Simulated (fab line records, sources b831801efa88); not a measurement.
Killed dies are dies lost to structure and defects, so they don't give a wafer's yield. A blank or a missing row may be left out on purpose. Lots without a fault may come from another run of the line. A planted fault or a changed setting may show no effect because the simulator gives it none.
Problem report in the 8D (eight disciplines) form, filled by code | flow gf180mcu | the parts of the form that need people (team, actions taken, sign-off) are left out

1. THE PROBLEM
CONTACT_W_RS at GF_CONTACT_RS_MEAS_25 reads a mean of 0.289 ohm/sq on 4 wafers of 3 lots; wafers without a fault read 0.385 ohm/sq with a standard deviation of 0.0046. That is -21 standard deviations from the usual mean.
The step: measures by four-point-probe.
First seen on wafer L274.6, day 22 09:01, on film_metro-02. The record holds 33 wafers of 11 lots with a number at this step. Rule for "out", or "out of limits": more than 4 standard deviations from the usual mean. The other wafers with a number count as sound.

2. WHAT IT IS AND WHAT IT IS NOT
question                    | is                             | is not
which readings at this step | CONTACT_W_RS                   | -
which lots                  | L274, L275, L277               | L258, L259, L260, L265, L268, L271, L279, L280
which wafers of those lots  | L274.6, L275.6, L277.1, L277.6 | L274.3, L274.5, L275.3, L275.5, L277.5
read on which gauges        | film_metro-02, film_metro-03   | film_metro-01
when                        | from day 22 09:01              | up to then (20 sound wafers); but 9 sound wafers of L275, L277, L279, L280 came after

3. SUSPECTS, AND WHAT RULES EACH OUT
Counting: a tool at a process step up to the reading stays a suspect if it ran every lot that is out. Sound lots after the first of them don't rule it out here, since some wafers of a struck lot are sound.
- the gauge at GF_CONTACT_RS_MEAS_25: ruled out. The wafers that are out were read on 2 gauges (film_metro-02, film_metro-03).
- cvd_w-02 at GF_CONTACT_CVD_24 (deposits W, target thk 300 nm, time 90.339 s): kept. It ran every lot that is out, first L274 (day 22 08:55); its last sound lot up to then is L271 (day 21 04:06).
Left after counting: cvd_w-02 at GF_CONTACT_CVD_24.

4. THE CAUSE (what the simulator had put in)
Process parameter drift: cvd_w-02, from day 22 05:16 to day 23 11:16, at GF_CONTACT_CVD_24. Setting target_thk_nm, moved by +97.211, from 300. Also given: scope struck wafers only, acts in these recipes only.
Counting left only this tool.

5. THE CHAIN OF EFFECTS, in route order
Each row: a reading whose mean over the struck wafers that have a number lies more than 3 standard deviations from the usual. Only readings for which the record gives a usual standard deviation are gone through. hours: the time from each lot's start at the first step in this table that gives one to its start at this step, as a median over the lots. sigmas: the change in usual standard deviations.
hours | step                   | reading            | usual        | on struck wafers | change | sigmas
0     | GF_CONTACT_RS_MEAS_25  | CONTACT_W_RS       | 0.385 ohm/sq | 0.289            | -0.096 | -21
0     | GF_CONTACT_THK_MEAS_26 | CONTACT_W_THK      | 296 nm       | 387              | +91    | +18
0     | GF_CONTACT_CMP_27      | time_to_endpoint_s | 73 s         | 92               | +20    | +5.6
The process steps in it:
- GF_CONTACT_CMP_27: polishes, stops on SiO2, t overpolish 15 s, target thk 0 nm.

6. WHAT WOULD HAVE CAUGHT IT SOONER
In this record the first reading out of limits at a measuring or inspecting step was taken at day 22 09:01, 4 hours after the fault began at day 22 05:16.
Of the tool readings at GF_CONTACT_CVD_24 for which the record gives a usual standard deviation, none was out on any struck wafer, so an alarm limit of 4 standard deviations on them would not have fired.
Of the lots that are out (3), L275, L277 began GF_CONTACT_CVD_24 on cvd_w-02 after day 22 09:01. A hold on the tool at that time would have spared those 2.
